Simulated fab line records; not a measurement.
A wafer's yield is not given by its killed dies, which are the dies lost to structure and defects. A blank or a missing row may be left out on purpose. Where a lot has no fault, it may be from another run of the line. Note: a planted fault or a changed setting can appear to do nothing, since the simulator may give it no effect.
Struck lot and sound lot, side by side | flow gf180mcu | 15 steps out of a route of 602
Sound: these wafers, L570.2, L570.3, L570.4. Struck: wafers L579.2, L579.5 (left out: L579.4, a lot-mate that was not struck); the cause follows at the end.
At each step with rows: each side's tool, then ch and its chambers, then its first start. Under that, the readings that differ: sound wafers | struck wafers | difference of the means | sigmas: that difference in standard deviations of wafers without a fault.
alike: words and numbers the same on both sides, and readings whose means are apart by under 2 such deviations; not compared: readings that were withheld, readings missing a value for some wafer, numbers with overlapping values and no deviation given by the record, and bounds like >300 which may hide the same value.
The two part at a step that has a row with sigmas, a row that says differs or no value, or rows on one side only. When numbers do not overlap yet have no deviation, they are printed without sigmas and do not part them. A reading missing from all wafers of one side parts the sides only when that side holds two or more wafers.

GF_CONTACT_OVL_MEAS_15:
  sound: overlay-01 at day 18 00:43; struck: overlay-02 at day 20 12:28
  alike: CONTACT_OVL
GF_CONTACT_ETCH_16: etches BARC in N2/H2.
  sound on rie diel-04 ch 0,2,3, day 18 00:44; struck on rie diel-04 ch 0,3, day 20 12:29
  alike: drypump motor current A, oes product au, throttle valve pct
GF_CONTACT_ETCH_17: etches SiO2 in C4F8/O2/Ar, stops on CoSi2, target depth 860 nm.
  sound: rie diel-04 ch 0,2,3; struck: rie diel-04 ch 0,3
  alike: oes product au
then, 5 steps without rows for these wafers: GF_CONTACT_STRIP_18 (strips in O2/N2); GF_CONTACT_CLEAN_19 (cleans in SPM); GF_CONTACT_CLEAN_20 (cleans in DIW); GF_CONTACT_CLEAN_21 (cleans in dHF, time 20 s); GF_CONTACT_SPUTTER_22 (material Ti, target thk 15 nm, time 80.02 s).
GF_CONTACT_SPUTTER_23: material TiN, target thk 10 nm, time 40 s.
  sound: pvd sputter-02 at day 18 01:22; struck: pvd sputter-02 at day 20 13:01
  alike: cathode dc power W, throttle valve pct
GF_CONTACT_CVD_24: deposits W, target thk 300 nm, time 90.339 s.
  sound on cvd w-02 ch 0,1, day 18 01:24; struck on cvd w-02 ch 0, day 20 13:03
  alike: heater power w
  not compared: since wet clean h
GF_CONTACT_RS_MEAS_25: a four-point-probe measurement.
  sound: film metro-04 at day 18 01:31; struck: film metro-03 at day 20 13:10
  reading               | sound             | struck      | difference | sigmas
  CONTACT_W_RS (ohm/sq) | 0.378 0.373 0.372 | 0.383 0.388 | +0.011     | +3
GF_CONTACT_THK_MEAS_26: measures by xrf.
  sound: film metro-04 at day 18 01:38; struck: film metro-03 at day 20 13:17
  reading            | sound       | struck  | difference | sigmas
  CONTACT_W_THK (nm) | 304 305 306 | 295 291 | -12        | -3
GF_CONTACT_CMP_27: polishes, stops on SiO2, t overpolish 15 s, target thk 0 nm.
  sound on cmp-01 ch 0,2,3, day 18 01:41; struck on cmp-02 ch 0, day 20 13:20
  reading                 | sound                | struck      | difference | sigmas
  edge zone pressure frac | 0.990 0.999 1.002    | 1.023 1.009 | +0.019     | +3
  overpolish run s (s)    | 14.983 15.021 14.992 | 0.042 0.041 | -14.957    | -99 or more
  time to endpoint s (s)  | 75 80 78             | 113 112     | +35        | +10
  alike: motor current A
GF_M1_SPUTTER_00: material Ti, target thk 37.5 nm, time 150 s.
  rows exist in the record for the sound wafers here (pvd sputter-01, day 18 01:59), none for the struck ones
-- the record jumps here: 12 days lie between the struck wafers' starts before and after (it left off in module M1 and takes up again in module PASSIVATION, whose first step shown is number 602 of the route) --
GF_PASSIVATION_PROBE_99:
  record: rows for the struck wafers here (prober-02, day 32 18:58), none for the sound ones

== WHERE THEY PART ==
First at GF_CONTACT_RS_MEAS_25; last, within this record, at GF_PASSIVATION_PROBE_99.

WHY: whatever the simulator had introduced
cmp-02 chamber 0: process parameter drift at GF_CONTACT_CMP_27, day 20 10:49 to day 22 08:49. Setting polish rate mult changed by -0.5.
